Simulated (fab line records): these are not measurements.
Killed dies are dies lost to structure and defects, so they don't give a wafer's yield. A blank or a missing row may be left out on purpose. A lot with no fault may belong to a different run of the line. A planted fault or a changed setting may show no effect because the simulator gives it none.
A lot that was struck, set against a sound lot	flow sky130	15 steps out of a route of 708
Sound: wafers L159.1, L159.3, L159.4. Struck: wafer L171.5 (L171.1, L171.3, from the same lot, were not struck and are left out); the cause is given at the end.
For every step that has rows: the tool of each side, followed by ch and its chambers, followed by its first start. Under that, the readings that differ: sound wafers	struck wafers	difference of the means	sigmas: that difference in standard deviations of wafers without a fault.
alike: same words and numbers on both sides, and readings whose means sit less than 2 such deviations apart. not compared: any withheld reading, any reading some wafer has no value for, any bound like >300 that may hide the same value, and any number with overlapping values for which the record gives no deviation.
A row with sigmas, a row that says differs or no value, or rows on one side alone: a step with any of these is where the two part. When numbers do not overlap yet have no deviation, they are printed without sigmas and do not part them. A reading missing from all wafers of one side parts the sides only when that side holds two or more wafers.

first, 3 steps without rows for these wafers: SKY_METAL1_EXPOSE_12 (exposes mask MM1, target cd 140 nm); SKY_METAL1_PEB_13; SKY_METAL1_DEVELOP_14 (develop time 60 s).
SKY_METAL1_CD_MEAS_15: the cd target is 140 nm.
  sound on cd_sem-01 at day 33 18:30; struck on cd_sem-02 at day 37 16:21
  alike: cd_nm
SKY_METAL1_OVL_MEAS_16:
  sound on overlay-02 at day 33 18:37; struck on overlay-02 at day 37 16:28
  alike: METAL1_OVL
SKY_METAL1_DESCUM_17: chemistry O2, time 8 s.
  sound on rie_metal-01 ch 1, day 33 18:39; struck on rie_metal-01 ch 1, day 37 16:30
  alike: drypump_motor_current_A, oes_product_au
  not compared: rf_hours_counter_h
SKY_METAL1_ETCH_18: etches BARC in N2/H2, stops on SiO2, time 45.9 s, target depth 60 nm.
  sound on rie_metal-01 ch 1, day 33 18:43; struck on rie_metal-01 ch 1, day 37 16:32
  alike: drypump_motor_current_A, oes_product_au, throttle_valve_pct
  not compared: rf_hours_counter_h
SKY_METAL1_METAL_ETCH_19: etches the open film in Cl2/BCl3, stops on SiO2, target depth 360 nm, time 78 s.
  sound on rie_metal-01 ch 1, day 33 18:50; struck on rie_metal-01 ch 1, day 37 16:36
  alike: drypump_motor_current_A, oes_product_au, throttle_valve_pct
  not compared: rf_hours_counter_h
SKY_METAL1_STRIP_20: strips in O2/N2.
  sound on plasma_asher-04 ch 0,1, day 33 19:01; struck on plasma_asher-03 ch 0, day 37 16:41
reading	sound	struck	difference	sigmas
oes_product_au (a.u.)	0.344 0.349 0.345	0.335	-0.011	-2
  alike: drypump_motor_current_A, strip_time_to_endpoint_s
  not compared: rf_hours_counter_h
then, 3 steps without rows for these wafers: SKY_METAL1_STRIP_21 (strips in post etch residue remover, time 1200 s); SKY_METAL1_CLEAN_22 (cleans in IPA, time 180 s); SKY_METAL1_CLEAN_23 (cleans in O3/DIW).
SKY_VIA1_HDPCVD_00: deposits SiO2, target thk 1030 nm, time 171.7 s.
  sound on hdpcvd-02 ch 1,2, day 33 19:39; struck on hdpcvd-02 ch 2, day 37 17:19
reading	sound	struck	difference	sigmas
model.SiO2_of_VIA1_HDPCVD_00.thk_nm (nm)	1038 1041 1040	754.8	-284.9	
SKY_VIA1_THK_MEAS_01:
  sound on film_metro-03 at day 33 19:49; struck on film_metro-02 at day 37 17:25
reading	sound	struck	difference	sigmas
VIA1_HDPCVD_THK (nm)	1038 1042 1041	755	-285	-31
SKY_VIA1_CMP_02: polishes SiO2.
  sound on cmp-01 ch 0,2,3, day 33 19:56; struck on cmp-01 ch 3, day 37 17:35
  alike: motor_current_A

== WHERE THEY PART ==
Earliest at SKY_METAL1_STRIP_20; latest, in this record, at SKY_VIA1_THK_MEAS_01. Later steps at which nothing parts them and some readings are alike: SKY_VIA1_CMP_02.

WHY: what had been put in by the simulator
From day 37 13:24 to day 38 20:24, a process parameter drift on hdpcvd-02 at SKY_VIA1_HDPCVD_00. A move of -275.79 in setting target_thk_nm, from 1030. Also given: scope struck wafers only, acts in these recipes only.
